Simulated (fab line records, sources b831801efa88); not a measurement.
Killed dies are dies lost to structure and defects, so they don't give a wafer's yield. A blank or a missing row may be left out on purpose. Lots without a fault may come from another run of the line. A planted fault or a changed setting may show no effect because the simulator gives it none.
Which tool did it? | flow gf180mcu | 15 lots, 45 wafers sampled, at 4 steps of a route of 602

WHAT THE GAUGES READ, wafer by wafer
GF_SAB_CD_MEAS_09: target cd 420 nm.
lot  | measured     | on        | cd_nm (nm)
L683 | day 15 18:22 | cd_sem-02 | 422.6 425.0 423.6
L684 | day 16 06:21 | cd_sem-01 | 416.8 418.4 418.4
L685 | day 16 11:19 | cd_sem-02 | 415.5 415.8 414.8
L688 | day 17 15:46 | cd_sem-01 | 420.7 423.2 420.9
L690 | day 19 07:03 | cd_sem-02 | 417.2 420.1 416.3
L691 | day 19 11:16 | cd_sem-02 | 416.8 415.9 418.2
L693 | day 19 17:32 | cd_sem-02 | 418.3 420.1 418.2
L694 | day 20 11:10 | cd_sem-01 | 414.8 416.8 417.3
L697 | day 20 23:53 | cd_sem-01 | 424.3 424.5 424.9
L698 | day 21 06:38 | cd_sem-01 | 415.9 416.5 419.4
L699 | day 21 17:37 | cd_sem-01 | 418.4 420.2 421.2
L700 | day 21 23:21 | cd_sem-01 | 419.5 419.2 416.0
L702 | day 22 19:38 | cd_sem-01 | 423.0 423.1 422.0
L703 | day 23 03:10 | cd_sem-02 | 417.3 417.0 418.3
L704 | day 23 07:32 | cd_sem-02 | 421.4 420.5 421.3

GF_V2_THK_MEAS_01.
lot  | measured     | on            | V2_CVD_00_THK (nm)
L683 | day 20 00:13 | film_metro-04 | 595 602 608
L684 | day 20 12:38 | film_metro-03 | 598 606 596
L685 | day 20 18:08 | film_metro-04 | 596 600 596
L688 | day 21 23:23 | film_metro-01 | 597 590 605
L690 | day 23 14:03 | film_metro-03 | 604 585 598
L691 | day 23 16:37 | film_metro-04 | 606 580 593
L693 | day 23 23:01 | film_metro-04 | 590 589 595
L694 | day 24 14:56 | film_metro-03 | 591 589 603
L697 | day 25 02:08 | film_metro-01 | 593 600 599
L702 | day 26 16:00 | film_metro-01 | 586 605 592
L703 | day 26 23:49 | film_metro-01 | 593 586 578
L704 | day 27 04:23 | film_metro-04 | 591 593 607

GF_V2_OVL_MEAS_15.
lot  | measured     | on         | V2_OVL (nm)
L683 | day 21 00:11 | overlay-01 | 11 5 8
L684 | day 21 12:56 | overlay-01 | 2 10 9
L685 | day 21 18:40 | overlay-01 | 3 3 -6
L688 | day 22 23:51 | overlay-01 | -1 -8 4
L690 | day 24 13:17 | overlay-01 | 5 4 7
L691 | day 24 15:23 | overlay-01 | -1 6 -4
L693 | day 24 21:56 | overlay-02 | 22 16 9
L694 | day 25 13:02 | overlay-01 | -4 -1 -4
L697 | day 25 23:56 | overlay-02 | -3 10 -6
L702 | day 27 12:43 | overlay-01 | -3 -6 11
L703 | day 27 20:44 | overlay-01 | 7 5 12
L704 | day 28 01:09 | overlay-02 | 3 0 2

WHICH TOOL RAN EACH LOT (tool, then ch and the chambers of the sampled wafers, then the start)
lot  | GF_M2_DEVELOP_13
L683 | litho_track-03 ch 0, day 19 23:10
L684 | litho_track-03 ch 0, day 20 11:28
L685 | litho_track-01 ch 0, day 20 16:59
L688 | litho_track-01 ch 0, day 21 22:23
L690 | litho_track-01 ch 0, day 23 13:01
L691 | litho_track-03 ch 0, day 23 15:35
L693 | litho_track-02 ch 0, day 23 21:59
L694 | litho_track-02 ch 0, day 24 13:53
L697 | litho_track-03 ch 0, day 25 01:02
L698 | litho_track-03, day 25 06:26
L699 | litho_track-01, day 25 16:43
L700 | litho_track-03, day 25 23:19
L702 | litho_track-01 ch 0, day 26 14:58
L703 | litho_track-03 ch 0, day 26 22:47
L704 | litho_track-03 ch 0, day 27 03:01
- GF_M2_DEVELOP_13: develop time 60 s.

WHAT THE TOOLS THEMSELVES READ (means of the sampled wafers that have a number; where no wafer has one, the mark that the record gives instead)
GF_M2_DEVELOP_13.
lot  | tool           | chill_plate_temp_C (C)
L683 | litho_track-03 | 22.87
L684 | litho_track-03 | 23.00
L685 | litho_track-01 | 22.81
L688 | litho_track-01 | 22.94
L690 | litho_track-01 | 23.10
L691 | litho_track-03 | 22.99
L693 | litho_track-02 | 23.02
L694 | litho_track-02 | 22.92
L697 | litho_track-03 | 22.99
L698 | litho_track-03 | -
L699 | litho_track-01 | -
L700 | litho_track-03 | -
L702 | litho_track-01 | 23.11
L703 | litho_track-03 | 23.09
L704 | litho_track-03 | 23.05

THE ANSWER, worked out from the rows above alone
Rule: what is usual is taken from the lots themselves. Put in order of their means at a reading, lots are off if they are a third of the lots or fewer, leave a main group of 4 or more, and stand apart from it by a gap of 3 or more times the standard deviation of the main group's means; of several such gaps the widest counts. A main group whose means are all the same, to the digits that the tables above print for the reading, isn't used. A lot without any number at a reading at which 4 lots or more have one is off too. The other lots that the step has rows for count as sound. The gauges are gone through in route order, then the tools' own readings, and for those a lot's mean is taken as printed above. The first step at which some lot is off is used, and at that step the reading that is off furthest; a lot without a number counts as furthest.
Off: L698, L699, L700, at GF_M2_DEVELOP_13 (chill_plate_temp_C). Without a number there: L698, L699, L700. The main group: mean 22.99 C, standard deviation 0.089.
A tool fits if, at that step or a process step before it, it ran every lot that is off, and no sound lot after the first of them. None of those tried fits.

WHAT THE SIMULATOR HAD PUT IN
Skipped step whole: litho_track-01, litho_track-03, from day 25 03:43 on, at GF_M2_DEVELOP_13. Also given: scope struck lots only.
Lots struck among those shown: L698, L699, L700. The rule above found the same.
